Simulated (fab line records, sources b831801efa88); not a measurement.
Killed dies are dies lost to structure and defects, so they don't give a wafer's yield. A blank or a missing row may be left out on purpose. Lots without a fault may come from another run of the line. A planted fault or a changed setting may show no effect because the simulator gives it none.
fab line records | flow sky130
record lots=5 wafers=15 last_day=50
route steps=708 shown METAL2@487 VIA2@507
lots that met no fault: from a run of the same line without faults
start_h: hours from the record's first day to the start of the lot's first wafer shown | wait_h: hours since the lot's step before | " the same as in the row above | L1.1+2: a row that stands for several wafers | - no value, or no start given | * or withheld: withheld | < > ~ a bound
route shown NAME@n: a module of which the file shows steps, and the number in the route of the first | usual: mean/standard deviation of fault-free wafers | same: alike in all rows | chamber/n: place in a boat | sites: the reading at each site | _std_site: their standard deviation | _edge_site: outer sites' mean less inner sites' | radius_mm: how far each site lies from the wafer's centre | mask NAME#n: copy n | behind: the tool/chamber that last shaped the wafer | hold: why the lot was held/for how many hours/how that ended | device: the transistor (n, p or np) that didn't switch | end of line: the same wafers' tests at the end of the route | a step without rows: its recipe alone | killed: dies lost to structure and defects at the first sort, not the wafer's yield | map: a wafer's dies, x killed, . not, _ none there
set.NAME: the setting as run; set.NAME@STEP: as run at that earlier step | model.NAME: the simulator's own value behind a step, which no gauge read
lots at some steps of the route; a table a step, a row a wafer
services: from which hour (start_h, from the record's first day; less than 0 if before it) a tool's chamber was out of use, for how many hours, and why
## steps
# step SKY_METAL2_SPUTTER_04
# recipe material=TiN target_thk_nm=70 power_w=6500 time_s=58.3 chamber_pressure_pa=0.4
# usual throttle_valve_pct=30.7/1.2
# columns lot.wafer tool chamber start_h wait_h throttle_valve_pct
L074.2 pvd_sputter-03 - 791.25 0.0 29.5
L074.3 " - " " 31.7
L074.5 " - " " 29.7
L084.1 pvd_sputter-03 - 872.68 0.0 29.9
L084.4 " - " " 29.5
L084.6 " - " " 31.2
L089.2 pvd_sputter-02 - 919.26 0.0 31.6
L089.4 " - " " 29.2
L089.6 " - " " 31.7
L092.1 pvd_sputter-02 - 929.66 0.0 31.1
L092.2 " - " " 31.6
L092.5 " - " " 31.0
L097.2 pvd_sputter-02 - 954.87 0.0 29.2
L097.3 " - " " 31.6
L097.6 " - " " 31.0
# step SKY_METAL2_RS_MEAS_05
# recipe thk_meas_gauge=four-point-probe reads=TiN_of_METAL2_SPUTTER_04+Ti_of_METAL2_SPUTTER_03+AlCu_of_METAL2_SPUTTER_02+TiN_of_METAL2_SPUTTER_01+Ti_of_METAL2_SPUTTER_00
# usual METAL2_ALCU_RS=0.1265/0.0013
# columns lot.wafer tool chamber start_h wait_h METAL2_ALCU_RS[ohm/sq]
L074.2 film_metro-01 - 791.32 0.0 0.1261
L074.3 " - " " 0.1292
L074.5 " - " " 0.1271
L084.1 film_metro-01 - 872.73 0.0 0.1261
L084.4 " - " " 0.1271
L084.6 " - " " 0.1269
L089.2 film_metro-01 - 919.33 0.0 0.1261
L089.4 " - " " 0.1267
L089.6 " - " " 0.1264
L092.1 film_metro-01 - 929.71 0.0 0.1246
L092.2 " - " " 0.1251
L092.5 " - " " 0.1256
L097.2 film_metro-03 - 954.94 0.0 0.1281
L097.3 " - " " 0.1277
L097.6 " - " " 0.1278
# step SKY_METAL2_THK_MEAS_06
# recipe thk_meas_gauge=xrf reads=AlCu_of_METAL2_SPUTTER_02
# usual METAL2_ALCU_THK=247.7/2.9
# columns lot.wafer tool chamber start_h wait_h METAL2_ALCU_THK[nm]
L074.2 film_metro-01 - 791.43 0.1 246.9
L074.3 " - " " 243.4
L074.5 " - " " 244.5
L084.1 film_metro-01 - 872.85 0.1 248.3
L084.4 " - " " 249.0
L084.6 " - " " 247.3
L089.2 film_metro-01 - 919.44 0.1 246.2
L089.4 " - " " 246.2
L089.6 " - " " 244.0
L092.1 film_metro-01 - 929.83 0.1 251.2
L092.2 " - " " 248.3
L092.5 " - " " 247.2
L097.2 film_metro-03 - 955.05 0.1 246.0
L097.3 " - " " 245.1
L097.6 " - " " 246.0
# step SKY_METAL2_DEHYDRATE_07
# recipe temp_c=200 time_s=60
# usual plate_temp_C=200.04/0.16
# columns lot.wafer tool chamber start_h wait_h plate_temp_C
L074.2 litho_track-04 0 803.73 12.3 199.93
L074.3 " 0 " " 199.94
L074.5 " 0 " " 200.01
L084.1 litho_track-04 0 884.86 12.0 200.14
L084.4 " 0 " " 200.04
L084.6 " 0 " " 199.89
L089.2 litho_track-04 0 929.99 10.5 199.94
L089.4 " 0 " " 200.00
L089.6 " 0 " " 200.20
L092.1 litho_track-04 0 941.41 11.6 199.98
L092.2 " 0 " " 199.83
L092.5 " 0 " " 199.93
L097.2 litho_track-04 0 966.99 11.9 199.67
L097.3 " 0 " " 199.76
L097.6 " 0 " " 199.74
# step SKY_METAL2_HMDS_08
# recipe prime_time_s=60 prime_temp_c=120
# columns lot.wafer tool chamber start_h wait_h
L074.2+3+5 litho_track-04 0 803.88 0.1
L084.1+4+6 litho_track-04 0 885.01 0.1
L089.2+4+6 litho_track-04 0 930.14 0.1
L092.1+2+5 litho_track-04 0 941.56 0.1
L097.2+3+6 litho_track-04 0 967.14 0.1
# step SKY_METAL2_COAT_09
# recipe resist=BARC temp_c=withheld time_s=withheld spin_rpm=3000 resist_thk_nm=60
# columns lot.wafer tool chamber start_h wait_h
L074.2+3+5 litho_track-04 0 804.03 0.1
L084.1+4+6 litho_track-04 0 885.16 0.1
L089.2+4+6 litho_track-04 0 930.29 0.1
L092.1+2+5 litho_track-04 0 941.71 0.1
L097.2+3+6 litho_track-04 0 967.29 0.1
# step SKY_METAL2_COAT_10
# recipe resist=KrF-thick spin_rpm=3000 resist_thk_nm=450
# columns lot.wafer tool chamber start_h wait_h
L074.2+3+5 litho_track-04 0 - -
L084.1+4+6 litho_track-04 0 - -
L089.2+4+6 litho_track-04 0 - -
L092.1+2+5 litho_track-04 0 - -
L097.2+3+6 litho_track-04 0 - -
# step SKY_METAL2_SOFTBAKE_11
# recipe temp_c=100 time_s=90 resist=KrF-thick
# usual plate_temp_C=100.00/0.12
# columns lot.wafer tool chamber start_h wait_h plate_temp_C
L074.2 litho_track-04 0 - - 100.07
L074.3 " 0 " " 100.08
L074.5 " 0 " " 100.11
L084.1 litho_track-04 0 - - 99.74
L084.4 " 0 " " 100.00
L084.6 " 0 " " 99.98
L089.2 litho_track-04 0 - - 99.92
L089.4 " 0 " " 99.86
L089.6 " 0 " " 99.95
L092.1 litho_track-04 0 - - 100.14
L092.2 " 0 " " 99.93
L092.5 " 0 " " 100.07
L097.2 litho_track-04 0 - - 100.02
L097.3 " 0 " " 100.08
L097.6 " 0 " " 100.01
# step SKY_METAL2_EXPOSE_12
# recipe mask_id=MM2 na=0.8 source_shape=annular sigma_inner=0.55 sigma_outer=0.85 target_cd_nm=140 dose_mj=28
# columns lot.wafer tool chamber start_h wait_h mask
L074.2+3+5 krf_scanner-01 0 - - MM2#0
L084.1+4+6 krf_scanner-01 0 - - MM2#0
L089.2+4+6 krf_scanner-02 0 - - MM2#0
L092.1+2+5 krf_scanner-01 0 - - MM2#0
L097.2+3+6 krf_scanner-01 0 - - MM2#0
# step SKY_METAL2_PEB_13
# recipe peb_temp_c=withheld peb_time_s=withheld resist=KrF-thick
# columns lot.wafer tool chamber start_h wait_h
L074.2+3+5 litho_track-01 0 - -
L084.1+4+6 litho_track-03 0 - -
L089.2+4+6 litho_track-03 0 - -
L092.1+2+5 litho_track-01 0 - -
L097.2+3+6 litho_track-01 0 - -
# step SKY_METAL2_DEVELOP_14
# recipe develop_time_s=60 resist=KrF-thick dev_temp_c=21
# same develop_time_s=60
# columns lot.wafer tool chamber start_h wait_h
L074.2+3+5 litho_track-01 0 - -
L084.1+4+6 litho_track-03 0 - -
L089.2+4+6 litho_track-03 0 - -
L092.1+2+5 litho_track-01 0 - -
L097.2+3+6 litho_track-01 0 - -
# step SKY_METAL2_CD_MEAS_15
# recipe target_cd_nm=140
# usual cd_nm=140.4/1.5
# columns lot.wafer tool chamber start_h wait_h cd_nm
L074.2 cd_sem-02 - 818.21 - 140.1
L074.3 " - " " 139.9
L074.5 " - " " 140.6
L084.1 cd_sem-01 - 898.05 - 143.6
L084.4 " - " " 141.7
L084.6 " - " " 142.2
L089.2 cd_sem-01 - 943.37 - 141.1
L089.4 " - " " 139.7
L089.6 " - " " 140.7
L092.1 cd_sem-02 - 953.39 - 141.8
L092.2 " - " " 141.7
L092.5 " - " " 143.1
L097.2 cd_sem-02 - 979.11 - 142.3
L097.3 " - " " 142.1
L097.6 " - " " 142.3
# step SKY_METAL2_OVL_MEAS_16
# usual METAL2_OVL=-1/5.7
# columns lot.wafer tool chamber start_h wait_h METAL2_OVL[nm]
L074.2 overlay-02 - 818.32 0.1 3
L074.3 " - " " -2
L074.5 " - " " -4
L084.1 overlay-01 - 898.17 0.1 -1
L084.4 " - " " -4
L084.6 " - " " 0
L089.2 overlay-02 - 943.47 0.1 0
L089.4 " - " " -6
L089.6 " - " " 7
L092.1 overlay-02 - 953.51 0.1 -9
L092.2 " - " " -5
L092.5 " - " " -7
L097.2 overlay-02 - 979.22 0.1 1
L097.3 " - " " -5
L097.6 " - " " -2
# step SKY_METAL2_DESCUM_17
# recipe chemistry=O2 source_power_w=150 bias_power_w=0 pressure_mtorr=10 temp_c=40 time_s=8
# usual drypump_motor_current_A=5.83/0.23 oes_product_au=0.999/0.0091
# columns lot.wafer tool chamber start_h wait_h drypump_motor_current_A oes_product_au rf_hours_counter_h
L074.2 rie_metal-01 1 818.35 0.0 5.67 1.009 8
L074.3 " 1 " " 5.64 1.011 -
L074.5 " 0 " " 6.02 0.998 -
L084.1 rie_metal-03 0 898.20 0.0 5.52 1.001 4
L084.4 " 0 " " 5.51 1.005 -
L084.6 " 1 " " 5.88 0.999 -
L089.2 rie_metal-03 1 943.50 0.0 5.94 1.001 9
L089.4 " 0 " " 5.49 0.993 -
L089.6 " 0 " " 5.51 0.985 -
L092.1 rie_metal-03 0 953.55 0.0 5.49 0.990 8
L092.2 " 1 " " 5.90 1.001 10
L092.5 " 0 " " 5.50 0.990 -
L097.2 rie_metal-01 1 979.25 0.0 5.66 1.016 15
L097.3 " 0 " " 6.02 0.997 -
L097.6 " 1 " " 5.69 1.022 -
# step SKY_METAL2_ETCH_18
# recipe chemistry=N2/H2 target=BARC ion_energy_ev=200 bias_w=100 pressure_mtorr=30 n2_flow_sccm=100 h2_flow_sccm=200 icp_w=500 stop_on=SiO2 time_s=45.9 target_depth_a=600
# usual drypump_motor_current_A=5.83/0.23 oes_product_au=0.853/0.0044 throttle_valve_pct=13.225/0.01
# columns lot.wafer tool chamber start_h wait_h drypump_motor_current_A oes_product_au rf_hours_counter_h throttle_valve_pct
L074.2 rie_metal-01 1 818.38 0.0 5.66 0.856 8 13.254
L074.3 " 1 " " 5.69 0.854 - 13.217
L074.5 " 0 " " 6.00 0.858 - 13.218
L084.1 rie_metal-03 0 898.23 0.0 5.49 0.843 4 13.226
L084.4 " 0 " " 5.51 0.845 - 13.223
L084.6 " 1 " " 5.96 0.851 - 13.224
L089.2 rie_metal-03 1 943.53 0.0 5.92 0.859 9 13.245
L089.4 " 0 " " 5.50 0.853 - 13.221
L089.6 " 0 " " 5.47 0.845 - 13.233
L092.1 rie_metal-03 0 953.58 0.0 5.53 0.855 8 13.231
L092.2 " 1 " " 5.94 0.853 10 13.229
L092.5 " 0 " " 5.53 0.859 - 13.213
L097.2 rie_metal-01 1 979.28 0.0 5.68 0.852 15 13.232
L097.3 " 0 " " 6.03 0.855 - 13.240
L097.6 " 1 " " 5.68 0.854 - 13.243
# step SKY_METAL2_METAL_ETCH_19
# recipe target_depth_a=3600 stop_on=SiO2 over_etch_frac=0.3 time_s=78 chemistry=Cl2/BCl3 resist_sidewall_deg=88 pressure_mtorr=10 icp_w=900 bias_w=48.5 Cl2_flow_sccm=60 bcl3_flow_sccm=30
# usual drypump_motor_current_A=5.82/0.23 mfc_cl2_sccm=60.00/0.2 oes_product_au=0.856/0.0056 throttle_valve_pct=22.265/0.0096
# columns lot.wafer tool chamber start_h wait_h drypump_motor_current_A mfc_cl2_sccm oes_product_au rf_hours_counter_h throttle_valve_pct
L074.2 rie_metal-01 1 818.44 0.0 5.66 60.19 0.853 8 22.263
L074.3 " 1 " " 5.66 60.01 0.853 - 22.280
L074.5 " 0 " " 6.03 59.66 0.859 - 22.249
L084.1 rie_metal-03 0 898.30 0.0 5.50 59.96 0.854 4 22.268
L084.4 " 0 " " 5.49 59.96 0.861 - 22.264
L084.6 " 1 " " 5.92 60.33 0.859 - 22.272
L089.2 rie_metal-03 1 943.60 0.0 5.91 59.97 0.854 9 22.258
L089.4 " 0 " " 5.49 59.68 0.863 - 22.274
L089.6 " 0 " " 5.48 59.73 0.860 - 22.256
L092.1 rie_metal-03 0 953.64 0.0 5.49 60.03 0.859 8 22.267
L092.2 " 1 " " 5.94 59.77 0.863 10 22.264
L092.5 " 0 " " 5.48 60.47 0.857 - 22.261
L097.2 rie_metal-01 1 979.34 0.0 5.65 60.19 0.850 15 22.274
L097.3 " 0 " " 6.03 59.80 0.856 - 22.277
L097.6 " 1 " " 5.66 60.04 0.850 - 22.267
# step SKY_METAL2_STRIP_20
# recipe chemistry=O2/N2 power_w=1400 pressure_mtorr=1500 platen_temp_c=withheld o2_flow_sccm=3000 n2_flow_sccm=300 overash_fraction=0.5
# usual drypump_motor_current_A=6.19/0.24 oes_product_au=0.343/0.0052 strip_time_to_endpoint_s=2.69/0.039
# columns lot.wafer tool chamber start_h wait_h drypump_motor_current_A oes_product_au rf_hours_counter_h strip_time_to_endpoint_s
L074.2 plasma_asher-02 1 818.53 0.1 6.53 0.343 8 2.66
L074.3 " 1 " " 6.52 0.345 - 2.66
L074.5 " 0 " " 5.76 0.341 - 2.73
L084.1 plasma_asher-02 0 898.39 0.1 5.75 0.348 13 2.75
L084.4 " 1 " " 6.51 0.339 - 2.70
L084.6 " 1 " " 6.52 0.340 - 2.67
L089.2 plasma_asher-03 1 943.69 0.1 6.13 0.350 51 2.66
L089.4 " 0 " " 5.93 0.345 - 2.71
L089.6 " 0 " " 5.94 0.336 - 2.70
L092.1 plasma_asher-04 0 953.73 0.1 6.32 0.349 85 2.73
L092.2 " 1 " " 6.22 0.338 85 2.68
L092.5 " 1 " " 6.23 0.342 - 2.72
L097.2 plasma_asher-02 1 979.43 0.1 6.53 0.340 21 2.61
L097.3 " 1 " " 6.55 0.343 - 2.75
L097.6 " 0 " " 5.75 0.343 - 2.63
# step SKY_METAL2_STRIP_21
# recipe chemistry=post_etch_residue_remover time_s=1200 temp_c=72.5
# columns lot.wafer tool chamber start_h wait_h
L074.2+3+5 wet_bench-03 1 818.63 0.1
L084.1+4+6 wet_bench-04 1 898.49 0.1
L089.2+4+6 wet_bench-02 3 943.79 0.1
L092.1+2+5 wet_bench-03 3 953.83 0.1
L097.2+3+6 wet_bench-04 2 979.53 0.1
# step SKY_METAL2_CLEAN_22
# recipe chemistry=IPA time_s=180 temp_c=25
# columns lot.wafer tool chamber start_h wait_h
L074.2+3+5 wet_bench-02 3 819.32 0.0
L084.1+4+6 wet_bench-02 1 898.83 0.0
L089.2+4+6 wet_bench-02 0 944.16 0.0
L092.1+2+5 wet_bench-04 3 954.21 0.0
L097.2+3+6 wet_bench-02 3 979.88 0.0
# step SKY_METAL2_CLEAN_23
# recipe chemistry=O3/DIW dry=n2_spin
# columns lot.wafer tool chamber start_h wait_h
L074.2+3+5 wet_bench-04 0 819.38 0.0
L084.1+4+6 wet_bench-03 2 898.89 0.0
L089.2+4+6 wet_bench-02 0 944.22 0.0
L092.1+2+5 wet_bench-02 1 954.27 0.0
L097.2+3+6 wet_bench-04 0 979.93 0.0
# step SKY_VIA2_HDPCVD_00
# recipe material=SiO2 target_thk_nm=1180 sigma_open_frac=0.3 time_s=196.7 temp_c=400 sih4_flow_sccm=60 pressure_mtorr=6
# columns lot.wafer tool chamber start_h wait_h
L074.2+3+5 hdpcvd-02 1,2,2 819.47 0.0
L084.1+4+6 hdpcvd-02 2,1,0 898.99 0.0
L089.2+4+6 hdpcvd-02 1,0,2 944.32 0.0
L092.1+2+5 hdpcvd-02 1,2,2 954.36 0.0
L097.2+3+6 hdpcvd-01 2,1,2 980.03 0.0
# step SKY_VIA2_THK_MEAS_01
# recipe reads=SiO2_of_VIA2_HDPCVD_00
# usual VIA2_HDPCVD_THK=1176/12
# columns lot.wafer tool chamber start_h wait_h VIA2_HDPCVD_THK[nm]
L074.2 film_metro-01 - 819.61 0.1 1175
L074.3 " - " " 1178
L074.5 " - " " 1170
L084.1 film_metro-04 - 899.12 0.1 1170
L084.4 " - " " 1159
L084.6 " - " " 1161
L089.2 film_metro-03 - 944.46 0.1 1176
L089.4 " - " " 1173
L089.6 " - " " 1175
L092.1 film_metro-01 - 954.48 0.1 1161
L092.2 " - " " 1174
L092.5 " - " " 1184
L097.2 film_metro-01 - 980.16 0.1 1165
L097.3 " - " " 1154
L097.6 " - " " 1166
# step SKY_VIA2_CMP_02
# recipe material=SiO2 down_force_psi=4 platen_rpm=60 pad_velocity_m_s=0.94248
# usual motor_current_A=12.1/1.4
# columns lot.wafer tool chamber start_h wait_h motor_current_A
L074.3 cmp-02 1 819.66 0.0 11.3
L074.2 " 3 " " 10.2
L074.5 " 1 " " 12.1
L084.1 cmp-01 3 899.23 0.1 13.9
L084.4 " 0 " " 12.9
L084.6 " 2 " " 10.0
L089.4 cmp-01 3 944.56 0.1 13.9
L089.2 " 0 " " 13.2
L089.6 " 3 " " 13.6
L092.1 cmp-01 0 954.59 0.1 12.8
L092.2 " 2 " " 9.6
L092.5 " 3 " " 13.3
L097.2 cmp-02 2 980.26 0.1 14.3
L097.3 " 3 " " 9.9
L097.6 " 1 " " 12.0
# step SKY_VIA2_BOW_MEAS_03
# recipe mode=bow
# usual VIA2_BOW=88/8.3
# columns lot.wafer tool chamber start_h wait_h VIA2_BOW[um]
L074.2 film_metro-04 - 819.98 0.2 78
L074.3 " - " " 82
L074.5 " - " " 84
L084.1 film_metro-01 - 899.48 0.2 96
L084.4 " - " " 90
L084.6 " - " " 91
L089.2 film_metro-01 - 944.83 0.2 87
L089.4 " - " " 89
L089.6 " - " " 85
L092.1 film_metro-01 - 954.84 0.2 88
L092.2 " - " " 95
L092.5 " - " " 78
L097.2 film_metro-01 - 980.53 0.2 79
L097.3 " - " " 75
L097.6 " - " " 78
# step SKY_VIA2_DEHYDRATE_04
# recipe temp_c=200 time_s=60
# usual plate_temp_C=200.04/0.17
# columns lot.wafer tool chamber start_h wait_h plate_temp_C
L074.2 litho_track-03 0 832.47 12.5 199.90
L074.3 " 0 " " 200.09
L074.5 " 0 " " 199.73
L084.1 litho_track-02 0 911.11 11.6 200.01
L084.4 " 0 " " 199.87
L084.6 " 0 " " 199.92
L089.2 litho_track-03 0 955.77 10.9 199.87
L089.4 " 0 " " 199.84
L089.6 " 0 " " 199.86
L092.1 litho_track-03 0 966.30 11.4 199.97
L092.2 " 0 " " 200.00
L092.5 " 0 " " 199.91
L097.2 litho_track-04 0 991.69 11.1 199.95
L097.3 " 0 " " 200.30
L097.6 " 0 " " 200.31
# step SKY_VIA2_HMDS_05
# recipe prime_time_s=60 prime_temp_c=120
# columns lot.wafer tool chamber start_h wait_h
L074.2+3+5 litho_track-03 0 832.62 0.1
L084.1+4+6 litho_track-02 0 911.26 0.1
L089.2+4+6 litho_track-03 0 955.92 0.1
L092.1+2+5 litho_track-03 0 966.45 0.1
L097.2+3+6 litho_track-04 0 991.84 0.1
# step SKY_VIA2_COAT_06
# recipe resist=BARC temp_c=withheld time_s=withheld spin_rpm=3000 resist_thk_nm=60
# columns lot.wafer tool chamber start_h wait_h
L074.2+3+5 litho_track-03 0 832.77 0.1
L084.1+4+6 litho_track-02 0 911.41 0.1
L089.2+4+6 litho_track-03 0 956.07 0.1
L092.1+2+5 litho_track-03 0 966.60 0.1
L097.2+3+6 litho_track-04 0 991.99 0.1
# step SKY_VIA2_COAT_07
# recipe resist=KrF-thick spin_rpm=3000 resist_thk_nm=450
# columns lot.wafer tool chamber start_h wait_h
L074.2+3+5 litho_track-03 0 - -
L084.1+4+6 litho_track-02 0 - -
L089.2+4+6 litho_track-03 0 - -
L092.1+2+5 litho_track-03 0 - -
L097.2+3+6 litho_track-04 0 - -
# step SKY_VIA2_SOFTBAKE_08
# recipe temp_c=100 time_s=90 resist=KrF-thick
# usual plate_temp_C=99.97/0.13
# columns lot.wafer tool chamber start_h wait_h plate_temp_C
L074.2 litho_track-03 0 - - 99.89
L074.3 " 0 " " 99.99
L074.5 " 0 " " 100.07
L084.1 litho_track-02 0 - - 100.02
L084.4 " 0 " " 99.80
L084.6 " 0 " " 99.78
L089.2 litho_track-03 0 - - 99.81
L089.4 " 0 " " 99.80
L089.6 " 0 " " 99.93
L092.1 litho_track-03 0 - - 99.88
L092.2 " 0 " " 99.89
L092.5 " 0 " " 99.89
L097.2 litho_track-04 0 - - 100.24
L097.3 " 0 " " 100.17
L097.6 " 0 " " 100.10
# step SKY_VIA2_EXPOSE_09
# recipe mask_id=VIM2 na=0.8 source_shape=annular sigma_inner=0.55 sigma_outer=0.85 target_cd_nm=200 dose_mj=38
# columns lot.wafer tool chamber start_h wait_h mask
L074.2+3+5 krf_scanner-01 0 - - VIM2#0
L084.1+4+6 krf_scanner-01 0 - - VIM2#0
L089.2+4+6 krf_scanner-01 0 - - VIM2#0
L092.1+2+5 krf_scanner-01 0 - - VIM2#0
L097.2+3+6 krf_scanner-02 0 - - VIM2#0
# step SKY_VIA2_PEB_10
# recipe peb_temp_c=withheld peb_time_s=withheld resist=KrF-thick
# columns lot.wafer tool chamber start_h wait_h
L074.2+3+5 litho_track-03 0 - -
L084.1+4+6 litho_track-04 0 - -
L089.2+4+6 litho_track-04 0 - -
L092.1+2+5 litho_track-02 0 - -
L097.2+3+6 litho_track-04 0 - -
# step SKY_VIA2_DEVELOP_11
# recipe develop_time_s=60 resist=KrF-thick dev_temp_c=21
# same develop_time_s=60
# columns lot.wafer tool chamber start_h wait_h
L074.2+3+5 litho_track-03 0 - -
L084.1+4+6 litho_track-04 0 - -
L089.2+4+6 litho_track-04 0 - -
L092.1+2+5 litho_track-02 0 - -
L097.2+3+6 litho_track-04 0 - -
# step SKY_VIA2_CD_MEAS_12
# recipe target_cd_nm=200
# usual cd_nm=200.0/1.3
# columns lot.wafer tool chamber start_h wait_h cd_nm
L074.2 cd_sem-02 - 846.72 - 199.6
L074.3 " - " " 199.1
L074.5 " - " " 199.5
L084.1 cd_sem-02 - 922.86 - 199.3
L084.4 " - " " 200.3
L084.6 " - " " 199.8
L089.2 cd_sem-02 - 969.08 - 199.5
L089.4 " - " " 200.3
L089.6 " - " " 200.0
L092.1 cd_sem-01 - 978.31 - 199.6
L092.2 " - " " 199.8
L092.5 " - " " 199.5
L097.2 cd_sem-01 - 1004.08 - 200.5
L097.3 " - " " 200.2
L097.6 " - " " 200.6
# step SKY_VIA2_OVL_MEAS_13
# usual VIA2_OVL=1/4.9
# columns lot.wafer tool chamber start_h wait_h VIA2_OVL[nm]
L074.2 overlay-02 - 846.82 0.1 1
L074.3 " - " " -4
L074.5 " - " " -1
L084.1 overlay-02 - 922.98 0.1 -3
L084.4 " - " " 0
L084.6 " - " " 3
L089.2 overlay-02 - 969.19 0.1 1
L089.4 " - " " 0
L089.6 " - " " 4
L092.1 overlay-02 - 978.43 0.1 4
L092.2 " - " " 5
L092.5 " - " " -1
L097.2 overlay-01 - 1004.19 0.1 -1
L097.3 " - " " 3
L097.6 " - " " 2
# step SKY_VIA2_ETCH_14
# recipe chemistry=N2/H2 target=BARC ion_energy_ev=200 source_w=500 bias_w=100 pressure_mtorr=30 n2_flow_sccm=100 h2_flow_sccm=200 stop_on=SiO2 time_s=45.9 target_depth_a=600
# usual drypump_motor_current_A=5.6/0.47 oes_product_au=0.854/0.0047 throttle_valve_pct=13.225/0.0091
# columns lot.wafer tool chamber start_h wait_h drypump_motor_current_A oes_product_au rf_hours_counter_h throttle_valve_pct
L074.2 rie_diel-02 1 846.85 0.0 4.7 0.852 11 13.225
L074.3 " 2 " " 5.6 0.853 9 13.223
L074.5 " 1 " " 4.7 0.860 - 13.235
L084.1 rie_diel-02 1 923.02 0.0 4.7 0.857 13 13.232
L084.4 " 0 " " 5.9 0.858 10 13.210
L084.6 " 2 " " 5.6 0.854 - 13.207
L089.2 rie_diel-04 1 969.22 0.0 5.9 0.852 19 13.228
L089.4 " 0 " " 5.0 0.855 12 13.232
L089.6 " 3 " " 5.8 0.849 - 13.208
L092.1 rie_diel-02 0 978.47 0.0 5.8 0.852 12 13.235
L092.2 " 1 " " 4.7 0.853 14 13.232
L092.5 " 0 " " 5.8 0.854 - 13.213
L097.2 rie_diel-04 2 1004.22 0.0 6.0 0.853 10 13.216
L097.3 " 0 " " 5.0 0.861 13 13.229
L097.6 " 1 " " 5.9 0.851 - 13.233
# step SKY_VIA2_ETCH_15
# recipe target=SiO2 chemistry=C4F8/O2/Ar target_depth_nm=546 stop_on=TiN mask_material=KrF-thick source_w=1500 bias_w=1200 pressure_mtorr=40 c4f8_flow_sccm=withheld O2_flow_sccm=6 Ar_flow_sccm=300 time_s=84
# usual oes_product_au=0.940/0.0046
# columns lot.wafer tool chamber start_h wait_h oes_product_au rf_hours_counter_h
L074.2 rie_diel-02 1 846.90 0.0 0.937 11
L074.3 " 2 " " 0.937 9
L074.5 " 1 " " 0.937 -
L084.1 rie_diel-02 1 923.06 0.0 0.938 13
L084.4 " 0 " " 0.934 11
L084.6 " 2 " " 0.936 -
L089.2 rie_diel-04 1 969.26 0.0 0.942 19
L089.4 " 0 " " 0.945 12
L089.6 " 3 " " 0.938 -
L092.1 rie_diel-02 0 978.51 0.0 0.938 12
L092.2 " 1 " " 0.930 14
L092.5 " 0 " " 0.934 -
L097.2 rie_diel-04 2 1004.26 0.0 0.936 10
L097.3 " 0 " " 0.942 13
L097.6 " 1 " " 0.946 -
# step SKY_VIA2_STRIP_16
# recipe chemistry=O2/N2 power_w=1400 pressure_mtorr=1500 platen_temp_c=withheld o2_flow_sccm=3000 n2_flow_sccm=300 overash_fraction=0.5
# usual drypump_motor_current_A=6.09/0.24 oes_product_au=0.397/0.0048 strip_time_to_endpoint_s=4.035/0.029
# columns lot.wafer tool chamber start_h wait_h drypump_motor_current_A oes_product_au rf_hours_counter_h strip_time_to_endpoint_s
L074.2 plasma_asher-01 0 846.96 0.0 5.82 0.408 106 4.068
L074.3 " 1 " " 6.37 0.406 - 4.089
L074.5 " 0 " " 5.82 0.399 - 4.083
L084.1 plasma_asher-01 1 923.12 0.0 6.39 0.397 113 4.047
L084.4 " 1 " " 6.38 0.395 - 4.062
L084.6 " 0 " " 5.85 0.396 - 4.052
L089.2 plasma_asher-02 1 969.32 0.0 6.54 0.403 20 4.051
L089.4 " 1 " " 6.56 0.395 - 4.050
L089.6 " 1 " " 6.56 0.401 - 4.000
L092.1 plasma_asher-01 1 978.57 0.0 6.39 0.401 119 4.036
L092.2 " 0 " " 5.83 0.395 119 4.054
L092.5 " 0 " " 5.81 0.397 - 4.058
L097.2 plasma_asher-03 1 1004.32 0.0 6.17 0.402 57 4.004
L097.3 " 0 " " 5.97 0.407 - 4.028
L097.6 " 1 " " 6.15 0.405 - 4.051
# step SKY_VIA2_STRIP_17
# recipe chemistry=post_etch_residue_remover time_s=1200 temp_c=72.5
# columns lot.wafer tool chamber start_h wait_h
L074.2+3+5 wet_bench-01 3 847.06 0.1
L084.1+4+6 wet_bench-03 1 923.22 0.1
L089.2+4+6 wet_bench-03 1 969.42 0.1
L092.1+2+5 wet_bench-04 0 978.67 0.1
L097.2+3+6 wet_bench-03 0 1004.43 0.1
# step SKY_VIA2_CLEAN_18
# recipe chemistry=IPA time_s=180 temp_c=25
# columns lot.wafer tool chamber start_h wait_h
L074.2+3+5 wet_bench-04 2 847.40 0.0
L084.1+4+6 wet_bench-04 1 923.56 0.0
L089.2+4+6 wet_bench-01 0 969.79 0.0
L092.1+2+5 wet_bench-01 0 979.01 0.0
L097.2+3+6 wet_bench-03 2 1004.81 0.0
# step SKY_VIA2_CLEAN_19
# recipe chemistry=O3/DIW dry=n2_spin
# columns lot.wafer tool chamber start_h wait_h
L074.2+3+5 wet_bench-03 1 847.46 0.0
L084.1+4+6 wet_bench-01 2 923.62 0.0
L089.2+4+6 wet_bench-03 0 969.86 0.0
L092.1+2+5 wet_bench-03 1 979.08 0.0
L097.2+3+6 wet_bench-03 1 1004.87 0.0
# step SKY_VIA2_SPUTTER_20
# recipe material=TiN target_thk_nm=20 chamber_pressure_pa=5 power_w=4000 time_s=80
# usual throttle_valve_pct=30.2/0.97
# columns lot.wafer tool chamber start_h wait_h throttle_valve_pct
L074.2 pvd_sputter-03 - 847.56 0.0 30.9
L074.3 " - " " 29.9
L074.5 " - " " 29.7
L084.1 pvd_sputter-03 - 923.71 0.0 31.0
L084.4 " - " " 30.0
L084.6 " - " " 29.8
L089.2 pvd_sputter-03 - 969.96 0.0 31.6
L089.4 " - " " 29.6
L089.6 " - " " 29.5
L092.1 pvd_sputter-01 - 979.18 0.0 28.7
L092.2 " - " " 30.8
L092.5 " - " " 30.9
L097.2 pvd_sputter-01 - 1004.97 0.0 30.9
L097.3 " - " " 28.8
L097.6 " - " " 31.1
## services
# columns tool chamber start_h hours kind
krf_scanner-01 - 794.00 1.3 pm
rie_metal-01 0 794.98 3.8 repair
hdpcvd-02 - 802.24 6.0 pm
rie_diel-02 1 821.04 10.0 repair
plasma_asher-02 - 821.65 11.7 repair
krf_scanner-01 - 823.00 0.8 pm
krf_scanner-01 - 827.24 1.0 pm
plasma_asher-02 - 833.31 14.6 pm
rie_diel-04 0 837.38 3.6 repair
wet_bench-03 - 839.05 1.9 pm
hdpcvd-02 - 855.77 0.9 repair
rie_diel-04 0 862.77 3.0 repair
rie_diel-02 0 865.09 16.8 repair
krf_scanner-01 - 873.77 4.4 pm
rie_diel-02 1 878.72 16.1 repair
hdpcvd-02 2 891.11 3.0 repair
rie_diel-04 3 913.90 3.4 repair
rie_metal-03 1 945.34 4.5 repair
rie_diel-02 0 964.82 3.1 repair
krf_scanner-01 - 969.90 1.3 pm
rie_metal-03 1 978.67 17.9 repair
rie_metal-03 - 980.57 2.8 pm
krf_scanner-01 - 991.89 0.8 pm
krf_scanner-01 - 996.24 1.0 pm
## key
fault none
